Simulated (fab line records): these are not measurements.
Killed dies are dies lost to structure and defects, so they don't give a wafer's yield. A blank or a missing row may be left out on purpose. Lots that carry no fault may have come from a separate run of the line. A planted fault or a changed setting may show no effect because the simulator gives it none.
Which tool did it?    flow sfq line    Sampling: 15 lots, 45 wafers, 3 of 325 route steps

## WHAT EACH GAUGE READ, for each wafer
No reading from a measuring or inspecting step in the record can be judged against a usual standard deviation.

## WHAT TOOL EACH LOT RAN ON (gives the tool, then ch and the chambers of the sampled wafers, and finally the start)
lot   SFQ_TRILAYER_I2_CMP_CMP_064    SFQ_TRILAYER_I2_METRO_MEASURE_065  SFQ_TRILAYER_I2_VIA_ETCH_VIA_ETCH_070
L726  cmp-02 ch 0,1,2, day 34 18:08  film metro-01, day 34 20:15        rie diel-03 ch 0,1, day 40 22:22
L728  cmp-02 ch 0,2,3, day 35 02:08  film metro-01, day 35 05:15        rie diel-03 ch 0,1, day 41 10:22
L729  cmp-02 ch 1,2,3, day 35 21:50  film metro-01, day 35 23:51        rie diel-02 ch 0,1,2, day 42 05:34
L730  cmp-02 ch 1,2,3, day 36 02:50  film metro-01, day 36 05:27        rie diel-03 ch 0,1,3, day 42 11:34
L731  cmp-01 ch 0,1, day 37 06:56    film metro-01, day 37 10:04        rie diel-02 ch 1,3, day 43 20:46
L732  cmp-02 ch 0,1,2, day 37 14:05  film metro-04, day 37 16:12        rie diel-04 ch 1,3, day 43 23:10
L733  cmp-02 ch 0,1,2, day 37 19:11  film metro-04, day 37 21:12        rie diel-02 ch 0,1,3, day 44 03:58
L734  cmp-02 ch 0,1, day 37 21:17    film metro-02, day 38 01:00        rie diel-04 ch 0,1,2, day 44 07:34
L742  cmp-02 ch 1,2, day 41 17:10    film metro-04, day 41 20:29        rie diel-02 ch 0,1,2, day 48 04:05
L743  cmp-01 ch 0,1, day 42 13:59    film metro-04, day 42 17:42        rie diel-02 ch 0,2,3, day 49 01:41
L744  cmp-01 ch 1,2,3, day 43 18:44  film metro-01, day 43 20:52        rie diel-02 ch 2,3, day 50 04:21
L745  cmp-01 ch 0,1,3, day 44 07:10  film metro-02, day 44 09:17        rie diel-02 ch 2,3, day 50 18:59
L746  cmp-02 ch 0,1,2, day 44 17:58  film metro-01, day 44 20:05        rie diel-03 ch 1,2,3, day 51 04:35
L747  cmp-01 ch 0,2,3, day 44 19:52  film metro-04, day 44 22:41        rie diel-02 ch 0,2, day 51 06:59
L748  cmp-01 ch 0,1,2, day 45 05:28  film metro-01, day 45 08:17        rie diel-04 ch 1,3, day 51 15:23
- SFQ_TRILAYER_I2_CMP_CMP_064: polishes SiO2.
- SFQ_TRILAYER_I2_METRO_MEASURE_065
- SFQ_TRILAYER_I2_VIA_ETCH_VIA_ETCH_070: etches SiO2 in CHF3, stops on Nb, target depth 260 nm.

## WHAT THE TOOLS THEMSELVES READ (means of the sampled wafers that have a number; where no wafer has one, the mark that the record gives instead)
SFQ_TRILAYER_I2_CMP_CMP_064.
lot   tool    motor current A (A)  slurry flow ml min  time to endpoint s (s)
L726  cmp-02  9.9                  149.8               216
L728  cmp-02  10.4                 150.3               227
L729  cmp-02  10.2                 150.0               223
L730  cmp-02  10.4                 149.9               210
L731  cmp-01  8.8                  150.1               217
L732  cmp-02  10.0                 150.2               238
L733  cmp-02  10.3                 150.4               261
L734  cmp-02  9.9                  149.5               257
L742  cmp-02  10.0                 149.6               216
L743  cmp-01  8.5                  150.1               217
L744  cmp-01  9.7                  150.1               226
L745  cmp-01  9.0                  150.1               216
L746  cmp-02  9.8                  149.9               209
L747  cmp-01  9.3                  150.1               223
L748  cmp-01  8.9                  149.9               203

SFQ_TRILAYER_I2_METRO_MEASURE_065.
lot   tool           thk nm (nm)
L726  film metro-01  200.8
L728  film metro-01  201.2
L729  film metro-01  200.5
L730  film metro-01  199.5
L731  film metro-01  199.6
L732  film metro-04  236.5
L733  film metro-04  271.9
L734  film metro-02  270.5
L742  film metro-04  199.1
L743  film metro-04  200.2
L744  film metro-01  200.8
L745  film metro-02  199.4
L746  film metro-01  198.5
L747  film metro-04  199.8
L748  film metro-01  199.6

SFQ_TRILAYER_I2_VIA_ETCH_VIA_ETCH_070.
lot   tool         drypump motor current A (A)  oes product au (a.u.)  rf fwd power W (W)
L726  rie diel-03  5.6                          0.859                  496.8
L728  rie diel-03  5.6                          0.859                  497.6
L729  rie diel-02  5.7                          0.857                  498.4
L730  rie diel-03  5.6                          0.847                  498.3
L731  rie diel-02  5.8                          0.856                  498.8
L732  rie diel-04  6.0                          0.908                  497.9
L733  rie diel-02  5.8                          0.948                  497.3
L734  rie diel-04  5.7                          0.947                  497.8
L742  rie diel-02  5.7                          0.850                  498.9
L743  rie diel-02  6.0                          0.859                  499.2
L744  rie diel-02  6.1                          0.854                  496.8
L745  rie diel-02  6.0                          0.852                  498.8
L746  rie diel-03  5.4                          0.848                  498.6
L747  rie diel-02  5.9                          0.852                  497.9
L748  rie diel-04  6.0                          0.850                  498.3

## THE ANSWER, worked out from the rows above alone
Rule: what is usual is taken from the lots themselves. Put in order of their means at a reading, lots are off if they are a third of the lots or fewer, leave a main group of 4 or more, and stand apart from it by a gap of 3 or more times the standard deviation of the main group's means; of several such gaps the widest counts. If all means in a main group match to the digits the tables above print for the reading, that group is not used. Also off: a lot with no number at a reading for which 4 or more lots have one. All remaining lots with rows at the step are treated as sound. First the gauges in route order, then the tools' own readings, where a lot's mean is used as printed above. The first step at which some lot is off is used, and at that step the reading that is off furthest; a lot without a number counts as furthest.
Off, at SFQ_TRILAYER_I2_METRO_MEASURE_065 on thk nm: L732, L733, L734. Main group: mean 199.9 nm, sd 0.76.
If a tool, at that step or one of the process steps before it, ran each lot that is off and ran no sound lot following the first of them, it fits. Not one of the candidates tried fits.

## WHAT THE SIMULATOR PUT IN
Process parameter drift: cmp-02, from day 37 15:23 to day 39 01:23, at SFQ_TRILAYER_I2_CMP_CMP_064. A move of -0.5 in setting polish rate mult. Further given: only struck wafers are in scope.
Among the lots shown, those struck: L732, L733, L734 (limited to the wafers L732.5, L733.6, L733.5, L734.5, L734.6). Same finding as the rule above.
